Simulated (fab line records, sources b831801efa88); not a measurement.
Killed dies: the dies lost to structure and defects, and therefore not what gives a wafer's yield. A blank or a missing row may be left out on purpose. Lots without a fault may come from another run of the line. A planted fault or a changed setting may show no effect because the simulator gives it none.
One fault seen from 2 desks | flow gf180mcu | numbers are kept per desk, each desk with only its own; the story behind them comes last

TOOL OWNER'S DESK, litho-track-01
The tool's own readings at GF_M1_SOFTBAKE_10 (time 60 s): means of the sampled wafers that have a number, for each lot that ran on this tool. If a lot's mean is further than 4 standard deviations from the usual mean, the lot is out of limits and carries the mark OUT (the distance appears in the brackets).
Columns: A = run-length-s at GF_M1_SOFTBAKE_10, usual 88.90 s
lot  | first seen here | A
L837 | day 20 05:52    | 89.03
L839 | day 20 13:32    | 89.08
L845 | day 22 17:20    | 100.52 (+53) OUT
L849 | day 23 20:28    | 100.65 (+53) OUT
This desk's finding: out of limits on L845, L849; first on L845, day 22 17:20 (run-length-s at GF_M1_SOFTBAKE_10). Within limits: L837, L839.

AT THE METROLOGY DESK
What the gauges read, lot by lot, whatever tool the lot ran on: means of the sampled wafers that have a number. If a lot's mean is further than 4 standard deviations from the usual mean, the lot is out of limits and carries the mark OUT (the distance appears in the brackets).
Columns: A = CONTACT_W_RS at GF_CONTACT_RS_MEAS_25, usual 0.382 ohm/sq
lot  | first seen here | A
L829 | day 15 23:26    | 0.380
L830 | day 16 10:17    | 0.382
L831 | day 16 17:04    | 0.386
L832 | day 16 23:39    | 0.384
L836 | day 18 20:03    | 0.378
L837 | day 19 17:10    | 0.378
L839 | day 20 00:46    | 0.384
L842 | day 21 08:37    | 0.386
L845 | day 22 05:17    | 0.380
L846 | day 22 14:34    | 0.378
L847 | day 22 23:31    | 0.391
L849 | day 23 08:09    | 0.379
L851 | day 23 20:57    | 0.381
This desk's finding: nothing out of limits on any of the 13 lots.

ALL TOGETHER
At day 22 17:20, on L845, L849, the tool owner's desk was in a position to raise an alarm.
The metrology desk saw nothing out of limits.
The metrology desk has L845, L849 on record, within its limits.
Of the lots named, all ran GF_M1_SOFTBAKE_10 on litho-track-01.

WHAT HAD BEEN PUT IN BY THE SIMULATOR
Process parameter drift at GF_M1_SOFTBAKE_10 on litho-track-01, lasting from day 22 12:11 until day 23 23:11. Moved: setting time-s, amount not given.
Lots struck among those shown: L845, L849.
Time in hours from fault onset to the first out-of-limits reading at each desk: the tool owner's desk, 5.
